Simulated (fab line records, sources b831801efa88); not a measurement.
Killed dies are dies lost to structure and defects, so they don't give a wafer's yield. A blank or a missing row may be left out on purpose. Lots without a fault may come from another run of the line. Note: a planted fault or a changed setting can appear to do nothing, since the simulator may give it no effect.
fab line records -- flow sky130 -- part 1 of 2: steps 1 to 26 of 39
[record] lots = 5, wafers = 15, last-day = 49
route steps=708 shown RES_PROTECT@212 POLY_GATE@213 LDD_N@237
lots that met no fault: taken from a fault-free run of the same line
start-h: the number of hours between the record's first day and the start of the first shown wafer of the lot -- wait-h: time in hours since the lot's previous step -- " repeats the value in the row above -- L1.1+2: a row that stands for several wafers -- - no value present, or no start provided -- * or withheld: withheld -- < > ~ a bound
route shown NAME@n: a module of which the file shows steps, and the number in the route of the first -- usual: the fault-free wafers' mean and standard deviation -- same: alike in all rows -- chamber/n: place in a boat -- sites: the reading at each site -- _std_site: the standard deviation of these -- _edge_site: mean of outer sites minus mean of inner sites -- radius-mm: how far each site lies from the wafer's centre -- mask NAME#n: copy n -- behind: the last tool/chamber to shape the wafer -- hold: reason for holding the lot/hours on hold/outcome of the hold -- device: transistor that didn't switch, given as n, p or np -- end of line: at the end of the route, the tests of the same wafers -- step lacking rows: just its recipe -- killed: count of dies lost to structure and defects at first sort (not the wafer's yield) -- map: a wafer's dies, x killed, . not, _ none there
set.NAME: the run value of the setting; set.NAME@STEP: its run value at that earlier step -- model.NAME: the simulator's own value behind a step, which no gauge read
lots seen at some steps along the route; tables by step, rows by wafer
services: the hour from which a tool's chamber was out of use, counted from the record's first day as start-h (under 0 if before that day), plus the number of hours and why
[[steps]]
[step SKY_RES_PROTECT_DEVELOP_06]
[recipe] resist = NOVOLAK, developer = TMAH, develop-time-s = 60, dev-temp-c = 23
lot.wafer,tool,chamber,start-h,wait-h
L084.1+4+6,litho-track-04,0,439.86,0.1
L088.2+3+6,litho-track-02,0,466.30,0.1
L090.1+2+6,litho-track-03,0,475.96,0.1
L092.1+2+4,litho-track-04,0,504.31,0.1
L093.3+5+6,litho-track-02,0,511.42,0.1
[step SKY_POLY_GATE_IMPLANT_02]
[recipe] species = P, energy-kev = 30, dose-cm2 = 7.7e+15, tilt-deg = 0
[usual] faraday-current-uA = 11813/680
lot.wafer,tool,chamber,start-h,wait-h,faraday-current-uA
L084.1,implanter-03,0,440.01,0.1,11539
L084.4,implanter-03,0,440.01,0.1,11276
L084.6,implanter-03,0,440.01,0.1,11068
L088.2,implanter-04,0,466.45,0.1,11764
L088.3,implanter-04,0,466.45,0.1,11292
L088.6,implanter-04,0,466.45,0.1,10810
L090.1,implanter-03,0,476.11,0.1,11761
L090.2,implanter-03,0,476.11,0.1,11605
L090.6,implanter-03,0,476.11,0.1,11492
L092.1,implanter-04,0,504.46,0.1,11361
L092.2,implanter-04,0,504.46,0.1,11323
L092.4,implanter-04,0,504.46,0.1,10960
L093.3,implanter-04,0,511.57,0.1,11325
L093.5,implanter-04,0,511.57,0.1,11388
L093.6,implanter-04,0,511.57,0.1,11038
[step SKY_RES_PROTECT_STRIP_07]
[recipe] chemistry = O2/N2, power-w = 1400, pressure-mtorr = 1500, platen-temp-c = withheld, o2-flow-sccm = 3000, n2-flow-sccm = 300, overash-fraction = 0.5
[usual] drypump-motor-current-A = 5.8/0.32, o2-flow-sccm = 3000/8.6, oes-product-au = 0.518/0.0045, strip-time-to-endpoint-s = 23.30/0.044
lot.wafer,tool,chamber,start-h,wait-h,drypump-motor-current-A,o2-flow-sccm,oes-product-au,rf-hours-counter-h,strip-time-to-endpoint-s
L084.1,plasma-asher-01,1,440.16,0.1,6.2,2988,0.516,31,23.30
L084.4,plasma-asher-01,1,440.16,0.1,6.2,2995,0.517,-,23.34
L084.6,plasma-asher-01,0,440.16,0.1,5.5,3002,0.522,-,23.35
L088.2,plasma-asher-01,1,466.57,0.1,6.2,3008,0.521,33,23.26
L088.3,plasma-asher-01,0,466.57,0.1,5.5,3002,0.516,-,23.25
L088.6,plasma-asher-01,1,466.57,0.1,6.2,3013,0.524,-,23.29
L090.1,plasma-asher-04,1,476.26,0.1,5.3,3010,0.520,80,23.28
L090.2,plasma-asher-04,0,476.26,0.1,6.0,3000,0.521,80,23.35
L090.6,plasma-asher-04,1,476.26,0.1,5.4,3013,0.515,-,23.30
L092.1,plasma-asher-01,0,504.61,0.1,5.5,2991,0.522,37,23.41
L092.2,plasma-asher-01,1,504.61,0.1,6.2,2999,0.518,37,23.38
L092.4,plasma-asher-01,0,504.61,0.1,5.5,3004,0.520,-,23.36
L093.3,plasma-asher-02,0,511.71,0.1,5.6,2998,0.522,-,23.30
L093.5,plasma-asher-02,1,511.71,0.1,5.6,2993,0.514,-,23.35
L093.6,plasma-asher-02,0,511.71,0.1,5.6,2991,0.516,-,23.32
[step SKY_RES_PROTECT_TW_MEAS_08]
[usual] POLY_GATE_TW = 4050/34
lot.wafer,tool,chamber,start-h,wait-h,POLY_GATE_TW
L084.1,film-metro-03,-,440.26,0.1,3985
L084.4,film-metro-03,-,440.26,0.1,3987
L084.6,film-metro-03,-,440.26,0.1,3990
L088.2,film-metro-04,-,466.68,0.1,4004
L088.3,film-metro-04,-,466.68,0.1,4020
L088.6,film-metro-04,-,466.68,0.1,4028
L090.1,film-metro-03,-,476.36,0.1,4023
L090.2,film-metro-03,-,476.36,0.1,4049
L090.6,film-metro-03,-,476.36,0.1,4031
L092.1,film-metro-04,-,504.71,0.1,4065
L092.2,film-metro-04,-,504.71,0.1,4055
L092.4,film-metro-04,-,504.71,0.1,4069
L093.3,film-metro-02,-,511.79,0.1,4100
L093.5,film-metro-02,-,511.79,0.1,4096
L093.6,film-metro-02,-,511.79,0.1,4093
[step SKY_RES_PROTECT_CLEAN_09]
[recipe] chemistry = SC1/SC2, mix = 1:4:20, temp-c = 70, time-s = 150, dry = n2-spin
[usual] temp-c = 69.99/0.13
lot.wafer,tool,chamber,start-h,wait-h,temp-c
L084.1,wet-bench-02,3,440.32,0.1,69.83
L084.4,wet-bench-02,3,440.32,0.1,69.96
L084.6,wet-bench-02,3,440.32,0.1,69.94
L088.2,wet-bench-02,2,466.73,0.0,69.92
L088.3,wet-bench-02,2,466.73,0.0,70.08
L088.6,wet-bench-02,2,466.73,0.0,69.94
L090.1,wet-bench-04,2,476.42,0.1,69.93
L090.2,wet-bench-04,2,476.42,0.1,69.82
L090.6,wet-bench-04,2,476.42,0.1,69.97
L092.1,wet-bench-03,0,504.77,0.1,69.92
L092.2,wet-bench-03,0,504.77,0.1,70.08
L092.4,wet-bench-03,0,504.77,0.1,70.07
L093.3,wet-bench-03,0,511.83,0.0,69.75
L093.5,wet-bench-03,0,511.83,0.0,69.69
L093.6,wet-bench-03,0,511.83,0.0,69.67
[step SKY_POLY_GATE_CVD_03]
[recipe] material = Si3N4, precursor = DCS/NH3, target-thk-nm = 75, temp-c = 770, time-s = 1290, pressure-mtorr = 250
[usual] spike-tc-upper-C = 770.4/1.6
lot.wafer,tool,chamber,start-h,wait-h,spike-tc-upper-C
L084.1,lpcvd-02,0,440.98,0.6,769.2
L084.4,lpcvd-02,0,440.98,0.6,767.9
L084.6,lpcvd-02,0,440.98,0.6,768.4
L088.2,lpcvd-02,1,467.23,0.4,771.0
L088.3,lpcvd-02,1,467.23,0.4,771.6
L088.6,lpcvd-02,1,467.23,0.4,771.9
L090.1,lpcvd-02,0,478.52,2.1,769.4
L090.2,lpcvd-02,0,478.52,2.1,770.7
L090.6,lpcvd-02,0,478.52,2.1,769.9
L092.1,lpcvd-02,1,504.82,0.0,772.7
L092.2,lpcvd-02,1,504.82,0.0,771.0
L092.4,lpcvd-02,1,504.82,0.0,771.0
L093.3,lpcvd-02,1,511.98,0.1,772.8
L093.5,lpcvd-02,1,511.98,0.1,772.6
L093.6,lpcvd-02,1,511.98,0.1,774.1
[step SKY_POLY_GATE_THK_MEAS_04]
[recipe] reads = Si3N4_of_POLY_GATE_CVD_03
[usual] POLY_GATE_CVD_03_THK = 75.3/0.6
lot.wafer,tool,chamber,start-h,wait-h,POLY_GATE_CVD_03_THK[nm]
L084.1,film-metro-04,-,442.34,0.0,75.6
L084.4,film-metro-04,-,442.34,0.0,74.7
L084.6,film-metro-04,-,442.34,0.0,75.6
L088.2,film-metro-04,-,468.60,0.0,74.9
L088.3,film-metro-04,-,468.60,0.0,75.7
L088.6,film-metro-04,-,468.60,0.0,74.9
L090.1,film-metro-04,-,479.88,0.0,76.2
L090.2,film-metro-04,-,479.88,0.0,75.8
L090.6,film-metro-04,-,479.88,0.0,75.0
L092.1,film-metro-03,-,506.18,0.0,75.6
L092.2,film-metro-03,-,506.18,0.0,75.7
L092.4,film-metro-03,-,506.18,0.0,75.5
L093.3,film-metro-01,-,513.35,0.0,74.3
L093.5,film-metro-01,-,513.35,0.0,74.0
L093.6,film-metro-01,-,513.35,0.0,74.4
[step SKY_POLY_GATE_DEHYDRATE_05]
[recipe] temp-c = 200, time-s = 60
lot.wafer,tool,chamber,start-h,wait-h
L084.1+4+6,litho-track-03,0,458.26,15.9
L088.2+3+6,litho-track-02,0,484.15,15.5
L090.1+2+6,litho-track-03,0,495.06,15.2
L092.1+2+4,litho-track-01,0,521.73,15.5
L093.3+5+6,litho-track-03,0,527.71,14.3
[step SKY_POLY_GATE_HMDS_06]
[recipe] prime-time-s = 60, prime-temp-c = 120
[usual] prime-temp-c = 120.02/0.13
lot.wafer,tool,chamber,start-h,wait-h,prime-temp-c
L084.1,litho-track-03,0,458.41,0.1,120.22
L084.4,litho-track-03,0,458.41,0.1,120.12
L084.6,litho-track-03,0,458.41,0.1,119.99
L088.2,litho-track-02,0,484.30,0.1,120.17
L088.3,litho-track-02,0,484.30,0.1,119.92
L088.6,litho-track-02,0,484.30,0.1,119.99
L090.1,litho-track-03,0,495.21,0.1,119.95
L090.2,litho-track-03,0,495.21,0.1,119.89
L090.6,litho-track-03,0,495.21,0.1,120.05
L092.1,litho-track-01,0,521.88,0.1,120.09
L092.2,litho-track-01,0,521.88,0.1,120.21
L092.4,litho-track-01,0,521.88,0.1,120.28
L093.3,litho-track-03,0,527.86,0.1,119.99
L093.5,litho-track-03,0,527.86,0.1,120.00
L093.6,litho-track-03,0,527.86,0.1,120.08
[step SKY_POLY_GATE_COAT_07]
[recipe] resist = BARC, temp-c = withheld, time-s = withheld, spin-rpm = 3000, resist-thk-nm = 110
lot.wafer,tool,chamber,start-h,wait-h
L084.1+4+6,litho-track-03,0,458.56,0.1
L088.2+3+6,litho-track-02,0,484.45,0.1
L090.1+2+6,litho-track-03,0,495.36,0.1
L092.1+2+4,litho-track-01,0,522.03,0.1
L093.3+5+6,litho-track-03,0,528.01,0.1
[step SKY_POLY_GATE_COAT_08]
[recipe] resist = KrF-thick, spin-rpm = 3000, resist-thk-nm = 450
lot.wafer,tool,chamber,start-h,wait-h
L084.1+4+6,litho-track-03,0,-,-
L088.2+3+6,litho-track-02,0,-,-
L090.1+2+6,litho-track-03,0,-,-
L092.1+2+4,litho-track-01,0,-,-
L093.3+5+6,litho-track-03,0,-,-
[step SKY_POLY_GATE_SOFTBAKE_09]
[recipe] temp-c = 100, time-s = 91.16, resist = KrF-thick
[usual] plate-sensor-t-centre-C = 100.88/0.01, plate-sensor-t-edge-C = 100.95/0.0098
lot.wafer,tool,chamber,start-h,wait-h,plate-sensor-t-centre-C,plate-sensor-t-edge-C
L084.1,litho-track-03,0,-,-,100.90,100.96
L084.4,litho-track-03,0,-,-,100.90,100.95
L084.6,litho-track-03,0,-,-,100.87,100.96
L088.2,litho-track-02,0,-,-,100.89,100.95
L088.3,litho-track-02,0,-,-,100.87,100.93
L088.6,litho-track-02,0,-,-,100.88,100.96
L090.1,litho-track-03,0,-,-,100.89,100.96
L090.2,litho-track-03,0,-,-,100.90,100.96
L090.6,litho-track-03,0,-,-,100.90,100.96
L092.1,litho-track-01,0,-,-,100.89,100.97
L092.2,litho-track-01,0,-,-,100.88,100.97
L092.4,litho-track-01,0,-,-,100.89,100.96
L093.3,litho-track-03,0,-,-,100.88,100.97
L093.5,litho-track-03,0,-,-,100.88,100.97
L093.6,litho-track-03,0,-,-,100.89,100.96
[step SKY_POLY_GATE_EXPOSE_10]
[recipe] mask-id = P1M, na = 0.68, source-shape = conventional, sigma-outer = 0.6, target-cd-nm = 150, dose-mj = 28
lot.wafer,tool,chamber,start-h,wait-h,mask
L084.1+4+6,krf-scanner-02,0,-,-,P1M#0
L088.2+3+6,krf-scanner-01,0,-,-,P1M#0
L090.1+2+6,krf-scanner-02,0,-,-,P1M#0
L092.1+2+4,krf-scanner-01,0,-,-,P1M#0
L093.3+5+6,krf-scanner-01,0,-,-,P1M#0
[step SKY_POLY_GATE_PEB_11]
[recipe] peb-temp-c = withheld, peb-time-s = withheld, resist = KrF-thick
lot.wafer,tool,chamber,start-h,wait-h
L084.1+4+6,litho-track-01,0,-,-
L088.2+3+6,litho-track-02,0,-,-
L090.1+2+6,litho-track-01,0,-,-
L092.1+2+4,litho-track-01,0,-,-
L093.3+5+6,litho-track-01,0,-,-
[step SKY_POLY_GATE_DEVELOP_12]
[recipe] develop-time-s = 60, resist = KrF-thick, dev-temp-c = 21
lot.wafer,tool,chamber,start-h,wait-h
L084.1+4+6,litho-track-01,0,-,-
L088.2+3+6,litho-track-02,0,-,-
L090.1+2+6,litho-track-01,0,-,-
L092.1+2+4,litho-track-01,0,-,-
L093.3+5+6,litho-track-01,0,-,-
[step SKY_POLY_GATE_CD_MEAS_13]
[recipe] target-cd-nm = 150
[usual] cd-nm = 149.8/1.4
lot.wafer,tool,chamber,start-h,wait-h,cd-nm
L084.1,cd-sem-01,-,472.58,-,149.0
L084.4,cd-sem-01,-,472.58,-,150.2
L084.6,cd-sem-01,-,472.58,-,149.1
L088.2,cd-sem-01,-,499.79,-,150.0
L088.3,cd-sem-01,-,499.79,-,149.0
L088.6,cd-sem-01,-,499.79,-,150.4
L090.1,cd-sem-01,-,510.38,-,147.6
L090.2,cd-sem-01,-,510.38,-,147.0
L090.6,cd-sem-01,-,510.38,-,147.3
L092.1,cd-sem-01,-,536.88,-,150.7
L092.2,cd-sem-01,-,536.88,-,151.2
L092.4,cd-sem-01,-,536.88,-,150.9
L093.3,cd-sem-01,-,543.57,-,149.7
L093.5,cd-sem-01,-,543.57,-,149.7
L093.6,cd-sem-01,-,543.57,-,149.4
[step SKY_POLY_GATE_OVL_MEAS_14]
[usual] POLY_GATE_OVL = -2/5.8
lot.wafer,tool,chamber,start-h,wait-h,POLY_GATE_OVL[nm]
L084.1,overlay-02,-,472.70,0.1,-13
L084.4,overlay-02,-,472.70,0.1,-5
L084.6,overlay-02,-,472.70,0.1,-10
L088.2,overlay-02,-,499.90,0.1,-3
L088.3,overlay-02,-,499.90,0.1,6
L088.6,overlay-02,-,499.90,0.1,-1
L090.1,overlay-02,-,510.50,0.1,3
L090.2,overlay-02,-,510.50,0.1,2
L090.6,overlay-02,-,510.50,0.1,-4
L092.1,overlay-02,-,537.00,0.1,-9
L092.2,overlay-02,-,537.00,0.1,-6
L092.4,overlay-02,-,537.00,0.1,-4
L093.3,overlay-02,-,543.66,0.1,-8
L093.5,overlay-02,-,543.66,0.1,-11
L093.6,overlay-02,-,543.66,0.1,-14
[step SKY_POLY_GATE_ETCH_15]
[recipe] chemistry = N2/H2, target = BARC, ion-energy-ev = 200, source-w = 500, bias-w = 100, pressure-mtorr = 30, n2-flow-sccm = 100, h2-flow-sccm = 200, stop-on = SiO2, time-s = 118.5, target-depth-a = 1100
[usual] drypump-motor-current-A = 5.6/0.39, oes-product-au = 0.717/0.0046, throttle-valve-pct = 13.212/0.0087
lot.wafer,tool,chamber,start-h,wait-h,drypump-motor-current-A,oes-product-au,rf-hours-counter-h,throttle-valve-pct
L084.1,rie-diel-03,3,472.74,0.0,5.7,0.717,89,13.218
L084.4,rie-diel-03,0,472.74,0.0,5.5,0.716,90,13.214
L084.6,rie-diel-03,3,472.74,0.0,5.7,0.714,-,13.212
L088.2,rie-diel-01,1,499.93,0.0,6.4,0.725,38,13.214
L088.3,rie-diel-01,2,499.93,0.0,5.2,0.717,4,13.219
L088.6,rie-diel-01,1,499.93,0.0,6.4,0.711,-,13.225
L090.1,rie-diel-01,1,510.54,0.0,6.4,0.720,38,13.204
L090.2,rie-diel-01,2,510.54,0.0,5.2,0.712,4,13.199
L090.6,rie-diel-01,3,510.54,0.0,5.6,0.714,-,13.204
L092.1,rie-diel-01,3,537.03,0.0,5.6,0.709,12,13.216
L092.2,rie-diel-01,1,537.03,0.0,6.4,0.721,39,13.227
L092.4,rie-diel-01,2,537.03,0.0,5.2,0.709,-,13.212
L093.3,rie-diel-03,1,543.68,0.0,5.1,0.724,8,13.208
L093.5,rie-diel-03,1,543.68,0.0,5.1,0.725,-,13.202
L093.6,rie-diel-03,0,543.68,0.0,5.5,0.709,-,13.202
[step SKY_POLY_GATE_ETCH_16]
[recipe] stop-on = poly-Si, chemistry = CH3F/O2, target = Si3N4, source-w = 400, bias-w = 80, pressure-mtorr = 25, ch3f-flow-sccm = 40, O2_flow_sccm = 30, time-s = 147.5, target-depth-a = 750
[usual] drypump-motor-current-A = 5.6/0.39, oes-product-au = 0.642/0.0053, throttle-valve-pct = 10.536/0.0092
lot.wafer,tool,chamber,start-h,wait-h,drypump-motor-current-A,oes-product-au,rf-hours-counter-h,throttle-valve-pct
L084.1,rie-diel-03,3,472.82,0.0,5.7,0.644,89,10.511
L084.4,rie-diel-03,0,472.82,0.0,5.5,0.635,90,10.539
L084.6,rie-diel-03,3,472.82,0.0,5.7,0.652,-,10.554
L088.2,rie-diel-01,1,500.01,0.0,6.4,0.643,38,10.543
L088.3,rie-diel-01,2,500.01,0.0,5.2,0.649,4,10.548
L088.6,rie-diel-01,1,500.01,0.0,6.4,0.642,-,10.528
L090.1,rie-diel-01,1,510.62,0.0,6.3,0.647,38,10.535
L090.2,rie-diel-01,2,510.62,0.0,5.3,0.640,4,10.544
L090.6,rie-diel-01,3,510.62,0.0,5.6,0.643,-,10.547
L092.1,rie-diel-01,3,537.12,0.0,5.6,0.645,12,10.552
L092.2,rie-diel-01,1,537.12,0.0,6.3,0.649,39,10.530
L092.4,rie-diel-01,2,537.12,0.0,5.2,0.643,-,10.526
L093.3,rie-diel-03,1,543.77,0.0,5.0,0.638,8,10.541
L093.5,rie-diel-03,1,543.77,0.0,5.0,0.645,-,10.535
L093.6,rie-diel-03,0,543.77,0.0,5.4,0.644,-,10.523
[step SKY_POLY_GATE_ETCH_17]
[recipe] target-depth-nm = 180, stop-on = SiO2, over-etch-frac = 0.56667, chemistry = HBr/Cl2, target = poly-Si, icp-w = 400, bias-w = 100, pressure-mtorr = 10, HBr_flow_sccm = 150, Cl2_flow_sccm = 50, time-s = 70.5
[usual] drypump-motor-current-A = 5.8/0.42, oes-product-au = 0.987/0.0096, throttle-valve-pct = 33.685/0.0092
lot.wafer,tool,chamber,start-h,wait-h,drypump-motor-current-A,oes-product-au,rf-hours-counter-h,throttle-valve-pct
L084.1,rie-si-02,2,472.92,0.0,6.0,0.995,59,33.683
L084.4,rie-si-02,1,472.92,0.0,6.0,0.980,2,33.672
L084.6,rie-si-02,2,472.92,0.0,6.0,0.999,-,33.682
L088.2,rie-si-02,0,500.11,0.0,6.0,0.980,24,33.677
L088.3,rie-si-02,2,500.11,0.0,6.0,0.982,0,33.681
L088.6,rie-si-02,3,500.11,0.0,5.5,0.983,-,33.685
L090.1,rie-si-01,0,510.72,0.0,4.8,0.991,2,33.687
L090.2,rie-si-01,1,510.72,0.0,5.6,0.986,0,33.679
L090.6,rie-si-01,1,510.72,0.0,5.6,0.992,-,33.701
L092.1,rie-si-01,3,537.22,0.0,6.4,0.979,5,33.675
L092.2,rie-si-01,2,537.22,0.0,5.9,0.993,16,33.686
L092.4,rie-si-01,3,537.22,0.0,6.4,0.983,-,33.686
L093.3,rie-si-01,3,543.87,0.0,6.4,0.979,5,33.682
L093.5,rie-si-01,3,543.87,0.0,6.4,0.962,-,33.696
L093.6,rie-si-01,2,543.87,0.0,5.9,0.962,-,33.708
[step SKY_POLY_GATE_STRIP_18]
[recipe] chemistry = O2/N2, power-w = 1400, pressure-mtorr = 1500, platen-temp-c = withheld, o2-flow-sccm = 3000, n2-flow-sccm = 300, overash-fraction = 0.5
[usual] drypump-motor-current-A = 5.9/0.4, o2-flow-sccm = 3001/10, oes-product-au = 0.362/0.005, strip-time-to-endpoint-s = 3.19/0.045
lot.wafer,tool,chamber,start-h,wait-h,drypump-motor-current-A,o2-flow-sccm,oes-product-au,rf-hours-counter-h,strip-time-to-endpoint-s
L084.1,plasma-asher-04,1,472.97,0.0,5.3,2988,0.367,80,3.18
L084.4,plasma-asher-04,1,472.97,0.0,5.3,2987,0.365,-,3.15
L084.6,plasma-asher-04,0,472.97,0.0,6.1,3006,0.360,-,3.18
L088.2,plasma-asher-01,1,500.17,0.0,6.2,2999,0.361,36,3.18
L088.3,plasma-asher-01,0,500.17,0.0,5.5,3002,0.362,-,3.22
L088.6,plasma-asher-01,0,500.17,0.0,5.5,3001,0.364,-,3.20
L090.1,plasma-asher-04,0,510.77,0.0,6.0,3008,0.369,83,3.15
L090.2,plasma-asher-04,1,510.77,0.0,5.3,2999,0.370,83,3.18
L090.6,plasma-asher-04,0,510.77,0.0,6.0,3024,0.362,-,3.22
L092.1,plasma-asher-04,1,537.27,0.0,5.3,2995,0.357,86,3.25
L092.2,plasma-asher-04,0,537.27,0.0,6.0,3019,0.359,86,3.18
L092.4,plasma-asher-04,1,537.27,0.0,5.3,3006,0.357,-,3.24
L093.3,plasma-asher-04,1,543.96,0.1,5.3,2991,0.360,-,3.14
L093.5,plasma-asher-04,1,543.96,0.1,5.4,2989,0.362,-,3.13
L093.6,plasma-asher-04,0,543.96,0.1,6.0,2998,0.364,-,3.19
[step SKY_POLY_GATE_CLEAN_19]
[recipe] chemistry = SC1/SC2, mix = 1:4:20, temp-c = 70, time-s = 150, dry = n2-spin
[usual] temp-c = 69.98/0.12
lot.wafer,tool,chamber,start-h,wait-h,temp-c
L084.1,wet-bench-02,2,473.07,0.1,69.99
L084.4,wet-bench-02,2,473.07,0.1,70.08
L084.6,wet-bench-02,2,473.07,0.1,69.98
L088.2,wet-bench-02,2,500.27,0.1,69.81
L088.3,wet-bench-02,2,500.27,0.1,69.92
L088.6,wet-bench-02,2,500.27,0.1,70.00
L090.1,wet-bench-02,3,510.87,0.1,69.91
L090.2,wet-bench-02,3,510.87,0.1,70.05
L090.6,wet-bench-02,3,510.87,0.1,70.02
L092.1,wet-bench-04,3,537.37,0.1,69.93
L092.2,wet-bench-04,3,537.37,0.1,70.10
L092.4,wet-bench-04,3,537.37,0.1,70.16
L093.3,wet-bench-02,3,544.02,0.0,70.14
L093.5,wet-bench-02,3,544.02,0.0,70.06
L093.6,wet-bench-02,3,544.02,0.0,69.98
[step SKY_POLY_GATE_OXIDATION_20]
[recipe] temp-c = 850, ambient = O2, stabilise-s = 600, purge-s = 300, target-thk-a = 40, ox-time-s = 899
[usual] spike-tc-upper-C = 850.7/1.1
lot.wafer,tool,chamber,start-h,wait-h,spike-tc-upper-C
L084.1,furnace-02,0,473.13,0.0,850.4
L084.4,furnace-02,0,473.13,0.0,848.9
L084.6,furnace-02,0,473.13,0.0,852.7
L088.2,furnace-01,0,500.32,0.0,851.0
L088.3,furnace-01,0,500.32,0.0,851.8
L088.6,furnace-01,0,500.32,0.0,852.5
L090.1,furnace-02,0,510.92,0.0,849.1
L090.2,furnace-02,0,510.92,0.0,851.5
L090.6,furnace-02,0,510.92,0.0,849.6
L092.1,furnace-02,0,537.42,0.0,850.7
L092.2,furnace-02,0,537.42,0.0,849.3
L092.4,furnace-02,0,537.42,0.0,849.4
L093.3,furnace-01,0,544.49,0.4,849.7
L093.5,furnace-01,0,544.49,0.4,850.1
L093.6,furnace-01,0,544.49,0.4,850.0
[step SKY_POLY_GATE_THK_MEAS_21]
[recipe] reads = SiO2_of_POLY_GATE_OXIDATION_20
[usual] POLY_GATE_OXIDATION_THK = 4.00/0.071
lot.wafer,tool,chamber,start-h,wait-h,POLY_GATE_OXIDATION_THK[nm]
L084.1,film-metro-03,-,474.38,0.0,4.10
L084.4,film-metro-03,-,474.38,0.0,4.05
L084.6,film-metro-03,-,474.38,0.0,4.00
L088.2,film-metro-04,-,501.58,0.0,4.00
L088.3,film-metro-04,-,501.58,0.0,4.02
L088.6,film-metro-04,-,501.58,0.0,4.04
L090.1,film-metro-01,-,512.17,0.0,4.01
L090.2,film-metro-01,-,512.17,0.0,4.03
L090.6,film-metro-01,-,512.17,0.0,4.01
L092.1,film-metro-01,-,538.67,0.0,4.03
L092.2,film-metro-01,-,538.67,0.0,4.02
L092.4,film-metro-01,-,538.67,0.0,4.05
L093.3,film-metro-03,-,545.76,0.0,4.11
L093.5,film-metro-03,-,545.76,0.0,4.22
L093.6,film-metro-03,-,545.76,0.0,4.14
[step SKY_POLY_GATE_CD_MEAS_22]
[usual] cd-nm = 150.5/2.3
lot.wafer,tool,chamber,start-h,wait-h,cd-nm
L084.1,cd-sem-01,-,474.44,0.1,148.9
L084.4,cd-sem-01,-,474.44,0.1,149.8
L084.6,cd-sem-01,-,474.44,0.1,150.1
L088.2,cd-sem-01,-,501.65,0.1,151.8
L088.3,cd-sem-01,-,501.65,0.1,150.7
L088.6,cd-sem-01,-,501.65,0.1,150.7
L090.1,cd-sem-01,-,512.23,0.1,147.4
L090.2,cd-sem-01,-,512.23,0.1,146.9
L090.6,cd-sem-01,-,512.23,0.1,147.2
L092.1,cd-sem-02,-,538.73,0.1,151.8
L092.2,cd-sem-02,-,538.73,0.1,151.9
L092.4,cd-sem-02,-,538.73,0.1,153.5
L093.3,cd-sem-02,-,545.85,0.1,153.4
L093.5,cd-sem-02,-,545.85,0.1,152.0
L093.6,cd-sem-02,-,545.85,0.1,150.7
[step SKY_LDD_N_DEHYDRATE_00]
[recipe] temp-c = 200, time-s = 60
lot.wafer,tool,chamber,start-h,wait-h
L084.1+4+6,litho-track-01,0,490.63,16.2
L088.2+3+6,litho-track-02,0,517.30,15.6
L090.1+2+6,litho-track-01,0,526.83,14.6
L092.1+2+4,litho-track-01,0,553.73,15.0
L093.3+5+6,litho-track-02,0,559.82,13.9
